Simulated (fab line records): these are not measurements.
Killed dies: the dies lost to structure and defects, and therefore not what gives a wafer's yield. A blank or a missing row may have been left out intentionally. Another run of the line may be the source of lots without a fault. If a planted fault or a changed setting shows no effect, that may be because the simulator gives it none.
8D (eight disciplines) problem report, filled in by code + flow sky130 + the parts of the form that need people (team, actions taken, sign-off) are left out

== 1. PROBLEM STATEMENT ==
Wafers without a fault read 43, standard deviation 5.9; killed_at_M0_to_M3 at SKY_PAD_OPEN_PROBE_99 reads a mean of 100 on 2 wafers belonging to 2 lots. Relative to the usual mean, that is a shift of +9.6 standard deviations.
The first sign was on wafer L936.2 at day 48 13:41, on prober-01. At this step, 6 wafers from 2 lots have a number in the record. The rule behind "out" and "out of limits": a value lying over 4 standard deviations away from the usual mean. The other wafers with a number count as sound.

== 2. WHAT IT IS, WHAT IT ISN'T ==
| question                    | is                                                                                                                            | is not                                                                                                                  |
|-----------------------------|-------------------------------------------------------------------------------------------------------------------------------|-------------------------------------------------------------------------------------------------------------------------|
| which readings at this step | killed_at_M0_to_M3, defect-limited-yield, killed-dies, sort_bin_3_pad_short, sort_bin_5_function, sort-n-pass, sort-yield-pct | killed_at_M4_up, killed-at-contacts, killed-at-front-end, killed-at-other, killed-open, killed-short, sort_bin_6_memory |
| which lots                  | L936, L937                                                                                                                    | -                                                                                                                       |
| which wafers of those lots  | L936.2, L937.5                                                                                                                | L936.1, L936.3, L937.3, L937.6                                                                                          |
| read on which tools         | prober-01, prober-02                                                                                                          | -                                                                                                                       |
| when                        | from day 48 13:41                                                                                                             | up to then (1 sound wafer); but 3 sound wafers of L936, L937 came after                                                 |

== 3. SUSPECTS, AND WHAT RULES EACH OUT ==
Counting: any tool at a process step up to the reading remains a suspect provided it ran every lot that is out. Sound lots after the first of them don't rule it out here, since some wafers of a struck lot are sound.
- rie-metal-02 at SKY_METAL3_ETCH_16 (etches BARC in N2/H2, stops on SiO2, time 88.2 s, target depth 60 nm): kept. It ran every lot that is out, first L936 (day 42 02:27).
- At SKY_METAL3_ETCH_16 on rie-metal-02, chamber 1 took the sound wafers of the same lots and chamber 0 took the wafers that are out.
Remaining after the count: rie-metal-02 at SKY_METAL3_ETCH_16.

== 4. THE CAUSE (what the simulator had put in) ==
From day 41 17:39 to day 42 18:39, rie-metal-02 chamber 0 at SKY_METAL3_ETCH_16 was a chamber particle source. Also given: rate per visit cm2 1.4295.
After counting, this tool was the only one left.

== 5. THE CHAIN OF EFFECTS, in route order ==
One row per reading whose mean, taken over the struck wafers that have a number, lies over 3 standard deviations from the usual. Only readings whose record carries a usual standard deviation are examined. hours: median over the lots of the time between each lot's start at the first step of this table that gives one and its start at this step. sigmas: the change, counted in usual standard deviations.
| hours | step                  | reading              | usual  | on struck wafers | change | sigmas |
|-------|-----------------------|----------------------|--------|------------------|--------|--------|
| 0     | SKY_PAD_OPEN_PROBE_99 | defect-limited-yield | 82.6 % | 71.2             | -11.3  | -6.0   |
| 0     | SKY_PAD_OPEN_PROBE_99 | killed_at_M0_to_M3   | 43     | 100              | +56    | +9.6   |
| 0     | SKY_PAD_OPEN_PROBE_99 | killed-dies          | 86     | 142              | +56    | +6.0   |
| 0     | SKY_PAD_OPEN_PROBE_99 | sort_bin_3_pad_short | 0.8 %  | 4.2              | +3.4   | +8.1   |
| 0     | SKY_PAD_OPEN_PROBE_99 | sort_bin_5_function  | 10.2 % | 17.5             | +7.3   | +5.2   |
| 0     | SKY_PAD_OPEN_PROBE_99 | sort-n-pass          | 406    | 350              | -56    | -6.0   |
| 0     | SKY_PAD_OPEN_PROBE_99 | sort-yield-pct       | 82.6 % | 71.2             | -11.3  | -6.0   |
Here are the process steps it includes:
- SKY_PAD_OPEN_PROBE_99

== 6. WHAT WOULD HAVE CAUGHT IT SOONER ==
In this record no reading fell out of limits until day 48 13:41, 164 hours after the fault had begun at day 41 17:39.
An alarm limit of 4 standard deviations would not have fired on the tool readings at SKY_METAL3_ETCH_16 for which the record gives a usual standard deviation, since none of them was out on any struck wafer.
Each of the lots that are out, 2 in all, had begun SKY_METAL3_ETCH_16 on rie-metal-02 no later than day 48 13:41. Tool hold at that time: it would have spared none of them.
